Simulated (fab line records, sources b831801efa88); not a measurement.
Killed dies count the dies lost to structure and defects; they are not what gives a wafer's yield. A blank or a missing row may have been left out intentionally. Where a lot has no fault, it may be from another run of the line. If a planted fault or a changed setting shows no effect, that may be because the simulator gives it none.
Which tool was responsible? -- flow sky130 -- Sampling: 24 lots, 72 wafers, 5 of 708 route steps

## WHAT THE GAUGES SHOWED, per wafer
SKY_FIELD_ISO_BOW_MEAS_00.
lot,measured,on,INCOMING_BOW (um)
L074,day 1 10:01,filmMetro-02,-1 11 -3
L075,day 1 15:00,filmMetro-03,2 -3 13
L076,day 1 20:00,filmMetro-04,-6 -19 -3
L077,day 2 01:01,filmMetro-04,-10 10 7
L078,day 2 06:00,filmMetro-02,4 13 -1
L079,day 2 11:00,filmMetro-04,7 4 -2
L080,day 2 16:00,filmMetro-04,-3 7 5
L081,day 2 21:01,filmMetro-04,-4 3 5
L082,day 3 02:01,filmMetro-03,3 -6 1
L083,day 3 07:01,filmMetro-02,-7 0 -8
L084,day 3 12:00,filmMetro-04,-1 -5 -7
L085,day 3 17:02,filmMetro-04,16 2 -8
L086,day 3 22:02,filmMetro-04,5 0 0
L087,day 4 03:00,filmMetro-02,11 8 10
L088,day 4 08:00,filmMetro-03,0 -10 -6
L089,day 4 13:00,filmMetro-02,1 -10 -3
L090,day 4 18:00,filmMetro-02,4 -4 6
L091,day 4 23:00,filmMetro-02,6 11 -2
L092,day 5 04:00,filmMetro-03,5 19 1
L093,day 5 09:00,filmMetro-04,-6 2 -6
L094,day 5 14:00,filmMetro-02,4 13 -9
L095,day 5 19:00,filmMetro-04,0 -2 -4
L096,day 6 00:01,filmMetro-03,2 2 15
L097,day 6 05:01,filmMetro-04,0 -4 -6

SKY_SONOS_TUNNEL_TW_MEAS_12.
lot,measured,on,SONOS_TUNNEL_TW
L074,day 11 04:45,filmMetro-04,195.9 195.5 195.5
L075,day 12 06:01,filmMetro-01,194.9 196.2 196.0
L076,day 12 06:20,filmMetro-04,195.0 194.8 195.3
L077,day 12 11:31,filmMetro-03,197.2 197.6 198.3
L078,day 12 11:40,filmMetro-04,195.1 195.1 194.4
L079,day 12 18:50,filmMetro-04,194.7 195.5 194.1
L080,day 13 11:45,filmMetro-04,195.1 194.9 194.8
L081,day 13 20:37,filmMetro-04,195.8 195.0 195.9
L082,day 13 22:17,filmMetro-04,194.9 195.6 195.4
L083,day 14 14:02,filmMetro-03,198.3 198.6 199.6
L084,day 14 17:02,filmMetro-04,194.9 195.8 196.9
L085,day 15 12:13,filmMetro-01,197.2 196.3 195.9
L086,day 15 15:40,filmMetro-03,199.8 199.6 199.7
L087,day 15 15:57,filmMetro-01,195.1 196.8 196.8
L088,day 16 01:19,filmMetro-03,199.7 198.5 199.1
L089,day 16 06:07,filmMetro-04,195.5 194.7 195.5
L090,day 16 22:37,filmMetro-04,194.5 195.0 195.8
L091,day 17 03:18,filmMetro-03,200.3 200.5 200.7
L092,day 17 06:38,filmMetro-01,194.6 194.8 195.1
L093,day 18 06:04,filmMetro-03,199.4 199.7 200.5
L094,day 18 18:26,filmMetro-04,193.3 193.5 194.4
L095,day 18 06:38,filmMetro-03,200.2 200.5 200.4
L096,day 19 05:20,filmMetro-01,195.8 193.8 195.3
L097,day 19 06:15,filmMetro-03,202.0 201.6 199.8

SKY_VIA1_OVL_MEAS_13.
lot,measured,on,VIA1_OVL (nm)
L074,day 33 18:58,overlay-01,12 9 9
L075,day 34 19:46,overlay-01,-3 0 -4
L076,day 34 16:31,overlay-01,7 -2 7
L077,day 34 23:19,overlay-01,9 5 4
L078,day 35 00:55,overlay-01,-9 -3 -9
L079,day 35 15:25,overlay-02,13 3 -4
L080,day 36 03:12,overlay-01,0 -6 -5
L081,day 36 09:19,overlay-01,3 -1 -4
L082,day 36 15:10,overlay-01,3 5 1
L083,day 37 03:38,overlay-02,1 3 -8
L084,day 37 10:29,overlay-02,-3 1 5
L085,day 37 21:34,overlay-01,-1 3 -1
L086,day 38 05:52,overlay-01,7 0 2
L087,day 38 06:12,overlay-01,-3 -10 -5
L088,day 38 14:47,overlay-02,1 -1 0
L089,day 38 17:43,overlay-02,1 -9 -5
L090,day 39 03:45,overlay-01,16 12 14
L091,day 39 16:30,overlay-01,0 6 2
L092,day 39 11:36,overlay-02,3 -3 1
L093,day 40 06:40,overlay-02,-7 -1 -3
L094,day 40 17:30,overlay-01,3 2 7
L095,day 40 09:21,overlay-02,0 6 7
L096,day 40 23:19,overlay-01,-3 0 -3
L097,day 41 03:12,overlay-01,4 3 7

SKY_VIA3_THK_MEAS_23: measures by xrf.
lot,measured,on,VIA3_W_THK (nm)
L074,day 39 11:23,filmMetro-03,395 393 391
L075,day 40 14:11,filmMetro-03,394 395 390
L076,day 40 06:47,filmMetro-01,387 392 389
L077,day 40 16:33,filmMetro-01,384 384 383
L078,day 40 16:40,filmMetro-03,397 400 399
L079,day 41 06:20,filmMetro-03,387 389 396
L080,day 41 16:44,filmMetro-03,397 402 399
L081,day 41 23:09,filmMetro-03,396 394 393
L082,day 42 04:07,filmMetro-01,384 391 387
L083,day 42 15:18,filmMetro-03,396 401 396
L084,day 42 22:50,filmMetro-02,391 387 385
L085,day 43 06:53,filmMetro-02,388 388 385
L086,day 43 16:38,filmMetro-01,393 391 388
L087,day 43 16:05,filmMetro-02,389 381 384
L088,day 43 23:32,filmMetro-02,390 386 388
L089,day 44 02:06,filmMetro-02,385 383 379
L090,day 44 12:34,filmMetro-02,388 384 382
L091,day 44 23:47,filmMetro-02,386 391 390
L092,day 44 18:16,filmMetro-01,394 392 392
L093,day 45 10:20,filmMetro-01,395 391 391
L094,day 45 19:37,filmMetro-03,402 402 395
L095,day 45 12:08,filmMetro-03,404 405 408
L096,day 46 01:32,filmMetro-01,383 378 388
L097,day 46 03:27,filmMetro-01,387 384 389

## EACH LOT AND THE TOOL THAT RAN IT (in order: tool; ch and the chambers of the sampled wafers; start)
lot,SKY_VT_ADJUST_HVTP_STRIP_10
L074,"plasmaAsher-02 ch 0,1, day 6 00:23"
L075,"plasmaAsher-02 ch 0,1, day 6 13:44"
L076,"plasmaAsher-03 ch 0,1, day 6 18:56"
L077,"plasmaAsher-01 ch 1, day 7 01:17"
L078,"plasmaAsher-01 ch 0,1, day 7 01:47"
L079,"plasmaAsher-01 ch 0,1, day 7 05:41"
L080,"plasmaAsher-02 ch 0, day 7 19:26"
L081,"plasmaAsher-03 ch 0,1, day 8 02:50"
L082,"plasmaAsher-02 ch 0,1, day 8 03:29"
L083,"plasmaAsher-01 ch 0,1, day 8 15:50"
L084,"plasmaAsher-01 ch 0,1, day 8 18:41"
L085,"plasmaAsher-02 ch 0,1, day 9 07:04"
L086,"plasmaAsher-03 ch 0,1, day 9 08:52"
L087,"plasmaAsher-03 ch 0,1, day 9 11:22"
L088,"plasmaAsher-03 ch 0,1, day 9 17:17"
L089,"plasmaAsher-02 ch 0,1, day 9 22:59"
L090,"plasmaAsher-01 ch 0,1, day 10 13:23"
L091,"plasmaAsher-03 ch 0,1, day 10 15:32"
L092,"plasmaAsher-02 ch 0,1, day 10 18:59"
L093,"plasmaAsher-03 ch 0,1, day 11 13:14"
L094,"plasmaAsher-03 ch 0,1, day 11 22:53"
L095,"plasmaAsher-01 ch 0, day 11 14:08"
L096,"plasmaAsher-01 ch 0,1, day 12 07:41"
L097,"plasmaAsher-01 ch 0,1, day 12 08:44"
- SKY_VT_ADJUST_HVTP_STRIP_10: strips in O2/N2.

## WHAT THE TOOLS THEMSELVES READ (means of the sampled wafers that have a number; where no wafer has one, the mark that the record gives instead)
SKY_VT_ADJUST_HVTP_STRIP_10.
lot,tool,drypumpMotorCurrentA (A),oesProductAu (a.u.),stripTimeToEndpointS (s)
L074,plasmaAsher-02,5.7,0.714,14.14
L075,plasmaAsher-02,5.7,0.716,14.24
L076,plasmaAsher-03,5.9,0.716,14.23
L077,plasmaAsher-01,6.3,0.719,14.22
L078,plasmaAsher-01,5.6,0.714,14.25
L079,plasmaAsher-01,6.0,0.712,14.24
L080,plasmaAsher-02,5.9,0.717,14.24
L081,plasmaAsher-03,6.2,0.720,14.16
L082,plasmaAsher-02,5.5,0.717,14.24
L083,plasmaAsher-01,6.0,0.719,14.20
L084,plasmaAsher-01,5.6,0.714,14.22
L085,plasmaAsher-02,5.7,0.712,14.20
L086,plasmaAsher-03,5.9,0.721,14.18
L087,plasmaAsher-03,6.2,0.712,14.21
L088,plasmaAsher-03,6.2,0.713,14.16
L089,plasmaAsher-02,5.7,0.720,14.16
L090,plasmaAsher-01,6.0,0.720,14.17
L091,plasmaAsher-03,5.9,0.714,14.20
L092,plasmaAsher-02,5.5,0.714,14.25
L093,plasmaAsher-03,6.2,0.718,14.15
L094,plasmaAsher-03,5.9,0.718,14.18
L095,plasmaAsher-01,5.3,0.712,14.21
L096,plasmaAsher-01,6.0,0.717,14.22
L097,plasmaAsher-01,6.0,0.719,14.20

## THE ANSWER, worked out from the rows above alone
Rule: what is usual is taken from the lots themselves. Put in order of their means at a reading, lots are off if they are a third of the lots or fewer, leave a main group of 4 or more, and stand apart from it by a gap of 3 or more times the standard deviation of the main group's means; of several such gaps the widest counts. The tables above print the reading to a certain number of digits; a main group whose means all agree to those digits is not used. Also off: a lot with no number at a reading for which 4 or more lots have one. The other lots that the step has rows for count as sound. Order of review: gauges by route order, followed by the tools' own readings, for which a lot's mean as printed above is used. At the first step where some lot is off, the reading lying furthest off is the one used; lots without a number count as furthest.
Nothing can be told from this: no lot is off at any reading shown.

## WHAT WAS PUT IN BY THE SIMULATOR
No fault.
